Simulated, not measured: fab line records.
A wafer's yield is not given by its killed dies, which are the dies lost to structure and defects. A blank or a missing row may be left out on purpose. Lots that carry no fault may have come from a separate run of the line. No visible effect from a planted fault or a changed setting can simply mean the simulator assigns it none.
Shared-tool check -- flow gf180mcu -- Sampled: 13 lots, 39 wafers

== WHY IT WAS OPENED ==
At GF_VT_IMPLANT_RS_MEAS_48 the reading LVPWELL_RS is flagged on 2 of 13 lots. Wafers without a fault read 1195.7 ohm/sq, standard deviation 3.
Rule: a lot is flagged when every wafer of it that has a number lies more than 4 standard deviations from that mean, or none has a number. All remaining lots are regarded as sound.

lot,measured,on,"LVPWELL_RS (ohm/sq), wafer by wafer",flag
L543,day 7 18:11,film-metro-04,1194.7 1197.9 1194.9,
L544,day 8 06:26,film-metro-02,1196.5 1198.7 1196.4,
L545,day 8 07:51,film-metro-04,1192.1 1190.5 1188.0,
L546,day 8 15:44,film-metro-02,1195.0 1198.2 1197.5,
L547,day 8 20:10,film-metro-04,1193.1 1194.8 1195.9,
L551,day 9 21:52,film-metro-04,1192.5 1197.1 1195.3,
L553,day 10 07:07,film-metro-04,1195.4 1195.7 1195.7,
L554,day 10 17:26,film-metro-04,1191.6 1192.7 1193.1,
L555,day 10 21:27,film-metro-02,1199.7 1198.5 1199.2,
L556,day 11 04:46,film-metro-03,1194.4 1197.8 1196.7,
L557,day 11 11:31,film-metro-03,1200.5 1195.9 1196.8,
L564,day 13 10:55,film-metro-04,1258.6 1258.5 1258.4,FLAGGED
L566,day 13 22:22,film-metro-04,1257.4 1260.3 1254.2,FLAGGED
On average the flagged lots' numbers are 1257.9 ohm/sq, which is +62.2 ohm/sq against the usual, or +21 standard deviations.

== WHICH TOOL EACH LOT WENT THROUGH ==
The record holds 2 process steps before the reading, out of a route of 602 steps. Cell contents, in order: the tool; ch with the chambers the sampled wafers went through; the start.
lot,flag,GF_STI_STRIP_15,GF_LVPWELL_IMPLANT_08
L543,,"plasma-asher-02 ch 0,1, day 2 01:29","implanter-02 ch 0, day 3 23:59"
L544,,"plasma-asher-01 ch 0,1, day 2 07:55","implanter-04 ch 0, day 4 11:08"
L545,,"plasma-asher-01 ch 0,1, day 2 12:02","implanter-01 ch 0, day 4 11:27"
L546,,"plasma-asher-01 ch 0,1, day 2 16:35","implanter-04 ch 0, day 4 19:07"
L547,,"plasma-asher-03 ch 0,1, day 3 01:34","implanter-01 ch 0, day 4 22:40"
L551,,"plasma-asher-03 ch 0,1, day 3 19:55","implanter-01 ch 0, day 5 19:14"
L553,,"plasma-asher-03 ch 0,1, day 4 04:35","implanter-02 ch 0, day 6 04:42"
L554,,"plasma-asher-02 ch 0,1, day 4 10:53","implanter-02 ch 0, day 6 12:47"
L555,,"plasma-asher-02 ch 0,1, day 4 15:04","implanter-02 ch 0, day 6 15:37"
L556,,"plasma-asher-02 ch 0,1, day 4 20:55","implanter-02 ch 0, day 6 21:38"
L557,,"plasma-asher-02 ch 0,1, day 5 01:20","implanter-02 ch 0, day 7 02:53"
L564,FLAGGED,"plasma-asher-02 ch 0,1, day 6 13:52","implanter-01 ch 0, day 8 18:11"
L566,FLAGGED,"plasma-asher-01 ch 0,1, day 7 00:19","implanter-01 ch 0, day 9 06:07"
What these steps do:
- GF_STI_STRIP_15: strips in O2/N2.
- GF_LVPWELL_IMPLANT_08
- GF_VT_IMPLANT_RS_MEAS_48: measures by four-point-probe.

== FLAGGED OVER TOTAL, TOOL BY TOOL (the gauges that took the reading come last) ==
step,tool,lots run,flagged,share of the flagged lots,sound lots run after its first flagged lot
GF_STI_STRIP_15,plasma-asher-01,4,1,some,0
GF_STI_STRIP_15,plasma-asher-02,6,1,some,0
GF_STI_STRIP_15,plasma-asher-03,3,0,none,-
GF_LVPWELL_IMPLANT_08,implanter-01,5,2,all,0
GF_LVPWELL_IMPLANT_08,implanter-02,6,0,none,-
GF_LVPWELL_IMPLANT_08,implanter-04,2,0,none,-
GF_VT_IMPLANT_RS_MEAS_48,film-metro-02,3,0,none,-
GF_VT_IMPLANT_RS_MEAS_48,film-metro-03,2,0,none,-
GF_VT_IMPLANT_RS_MEAS_48,film-metro-04,8,2,all,0

== WHAT THE TABLE PERMITS ==
Table rows that saw every flagged lot: 2, namely implanter-01 at GF_LVPWELL_IMPLANT_08 and film-metro-04 at GF_VT_IMPLANT_RS_MEAS_48.
- implanter-01 at GF_LVPWELL_IMPLANT_08: 2 of its 5 lots flagged. Last sound lot L551 at day 5 19:14, first flagged lot L564 at day 8 18:11; a fault beginning in between fits. Its own readings (beam-energy-keV) fall more than 4 standard deviations out on all wafers of the flagged lots.
- film-metro-04 at GF_VT_IMPLANT_RS_MEAS_48: 2 of its 8 lots flagged. Last sound lot L554 at day 10 17:26, first flagged lot L564 at day 13 10:55; a fault beginning in between fits.
These 2 tools cannot be told apart by counting lots, since each of them fits a fault that started at some hour. More lots, or a look at what each step does to the wafer, might.

== WHAT THE SIMULATOR HAD PUT IN ==
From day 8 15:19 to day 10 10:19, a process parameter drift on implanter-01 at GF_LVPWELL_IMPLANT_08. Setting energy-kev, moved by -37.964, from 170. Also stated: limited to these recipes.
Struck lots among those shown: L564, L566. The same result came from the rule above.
